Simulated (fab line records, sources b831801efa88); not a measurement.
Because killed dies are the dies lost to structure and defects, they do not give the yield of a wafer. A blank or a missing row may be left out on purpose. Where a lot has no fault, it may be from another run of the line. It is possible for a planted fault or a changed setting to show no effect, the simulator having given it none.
Comparing a struck lot with a sound one -- flow sfq-line -- 14 out of 325 route steps
Sound: these wafers, L314.2, L314.3, L314.5. Wafers L327.3, L327.4, L327.5 were the ones struck. Last of all comes the cause.
Per side, at each step with rows, come the tool, then ch with its chambers, and then its first start. Under that, the readings that differ: sound wafers -- struck wafers -- difference of the means -- sigmas: that difference in standard deviations of wafers without a fault.
alike: readings whose means differ by less than 2 such deviations, and words and numbers that are the same on both sides. not compared: withheld readings, readings that some wafer has no value for, bounds like >300 that may hide the same value, and numbers for which the record gives no deviation and whose values overlap.
The two part at a step that has a row with sigmas, a row that says differs or no value, or rows on one side only. Non-overlapping numbers with no deviation appear without sigmas and do not part them. Lack of a reading on every wafer of one side parts them only where that side has two or more wafers.

first, 1 step without rows for these wafers: SFQ_TRILAYER_M2_STRIP_SOLV_CLEAN_062 (cleans in NMP, time 600 s).
SFQ_TRILAYER_I2_DEP_PECVD_063: deposits SiO2 from SiH4/N2O, time 111.11 s, target thk 500 nm.
  sound on pecvd-02 ch 1,2, day 39 17:28; struck on pecvd-03 ch 1,2, day 44 08:10
  alike: chamber-pressure-Torr, heater-power-w, throttle-valve-pct
SFQ_TRILAYER_I2_CMP_CMP_064: polishes SiO2.
  sound on cmp-01 ch 1,2, day 39 17:32; struck on cmp-02 ch 0,1,3, day 44 09:50
  alike: motor-current-A, platen-rpm, retaining-ring-pressure-frac, time-to-endpoint-s
SFQ_I2_BOW_MEAS_917:
  sound on film-metro-03 at day 39 20:34; struck on film-metro-02 at day 44 11:52
  alike: I2_BOW
SFQ_TRILAYER_I2_METRO_MEASURE_065:
  sound on film-metro-03 at day 39 20:52; struck on film-metro-02 at day 44 12:21
  alike: thk-nm
then, 6 steps without rows for these wafers: SFQ_TRILAYER_I2_VIA_LITHO_COAT_072 (resist thk 62 nm); SFQ_TRILAYER_I2_VIA_LITHO_COAT_067 (resist thk 650 nm); SFQ_TRILAYER_I2_VIA_LITHO_SOFTBAKE_071; SFQ_TRILAYER_I2_VIA_LITHO_EXPOSE_068 (exposes mask I2, target cd 500 nm); SFQ_TRILAYER_I2_VIA_LITHO_PEB_070 (peb time 60 s); SFQ_TRILAYER_I2_VIA_LITHO_DEVELOP_069 (time 60 s).
-- the record jumps here: 6 days lie between the struck wafers' starts before and after --
SFQ_I2_OVL_MEAS_918:
  sound on overlay-01 at day 45 11:53; struck on overlay-01 at day 50 10:43
  alike: I2_OVL
SFQ_TRILAYER_I2_VIA_BARC_OPEN_VIA_ETCH_096: etches BARC in O2, target depth 125 nm, time 40.49 s.
  sound on rie-diel-01 ch 0,2, day 45 11:55; struck on rie-diel-04 ch 2,3, day 50 10:45
reading,sound,struck,difference,sigmas
bias-w (W),80.50 80.27 80.21,71.37 71.94 71.64,-8.68,-36
  alike: drypump-motor-current-A, oes-product-au
  not compared: rf-hours-counter-h
SFQ_TRILAYER_I2_VIA_ETCH_VIA_ETCH_070: etches SiO2 in CHF3, stops on Nb, target depth 260 nm.
  sound on rie-diel-01 ch 0,2, day 45 11:57; struck on rie-diel-04 ch 2,3, day 50 10:47
  alike: bias-w, drypump-motor-current-A, oes-product-au

WHERE THEY PART
Only at SFQ_TRILAYER_I2_VIA_BARC_OPEN_VIA_ETCH_096, within this record. Later steps at which nothing parts them and some readings are alike: SFQ_TRILAYER_I2_VIA_ETCH_VIA_ETCH_070.

WHY: the cause the simulator had injected
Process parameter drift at SFQ_TRILAYER_I2_VIA_BARC_OPEN_VIA_ETCH_096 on rie-diel-04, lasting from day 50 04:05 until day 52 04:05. Setting bias-w, moved by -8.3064, from 80. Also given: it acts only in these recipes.
